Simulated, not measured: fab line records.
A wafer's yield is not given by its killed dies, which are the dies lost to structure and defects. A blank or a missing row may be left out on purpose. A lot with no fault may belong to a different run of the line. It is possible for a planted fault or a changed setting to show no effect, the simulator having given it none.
Which of the tools did it? + flow gf180mcu + 18 wafers from 6 lots sampled at 2 of the route's 602 steps

WHAT THE GAUGES READ, wafer by wafer
GF_VT_IMPLANT_RS_MEAS_49: measurement is done with a four-point probe.
| lot  | measured     | on            | MVPSD_RS (ohm/sq) |
|------|--------------|---------------|-------------------|
| L627 | day 7 22:22  | film_metro-01 | 1170 1170 1173    |
| L630 | day 9 05:50  | film_metro-03 | 1167 1169 1169    |
| L633 | day 10 01:02 | film_metro-01 | 1173 1172 1172    |
| L634 | day 10 14:16 | film_metro-01 | 1172 1170 1171    |
| L639 | day 11 14:16 | film_metro-01 | 1140 1139 1139    |
| L647 | day 13 19:14 | film_metro-04 | 1169 1171 1174    |

TOOL THAT RAN EACH LOT (tool first, then ch and the chambers of the sampled wafers, then the start)
| lot  | GF_MVPSD_IMPLANT_08             |
|------|---------------------------------|
| L627 | implanter-04 ch 0, day 5 08:17  |
| L630 | implanter-03 ch 0, day 6 12:37  |
| L633 | implanter-03 ch 0, day 7 06:10  |
| L634 | implanter-03 ch 0, day 7 17:41  |
| L639 | implanter-03 ch 0, day 8 14:32  |
| L647 | implanter-04 ch 0, day 10 13:31 |
- GF_MVPSD_IMPLANT_08

THE ANSWER, worked out from the rows above alone
Rule: what is usual is taken from the lots themselves. Put in order of their means at a reading, lots are off if they are a third of the lots or fewer, leave a main group of 4 or more, and stand apart from it by a gap of 3 or more times the standard deviation of the main group's means; of several such gaps the widest counts. The tables above print the reading to a certain number of digits; a main group whose means all agree to those digits is not used. A lot without any number at a reading at which 4 lots or more have one is off too. Any other lot the step has rows for is counted as sound.
Off: L639, seen at GF_VT_IMPLANT_RS_MEAS_49 (MVPSD_RS). The main group: mean 1171 ohm/sq, standard deviation 1.3.
If a tool, at a process step before that reading, ran all the lots that are off and no sound lot after the first of them, it fits. The gauges at GF_VT_IMPLANT_RS_MEAS_49 are tried like those tools. Can't be told from this: 2 tools fit, implanter-03 at GF_MVPSD_IMPLANT_08, film_metro-01 at GF_VT_IMPLANT_RS_MEAS_49.

WHAT THE SIMULATOR PUT IN
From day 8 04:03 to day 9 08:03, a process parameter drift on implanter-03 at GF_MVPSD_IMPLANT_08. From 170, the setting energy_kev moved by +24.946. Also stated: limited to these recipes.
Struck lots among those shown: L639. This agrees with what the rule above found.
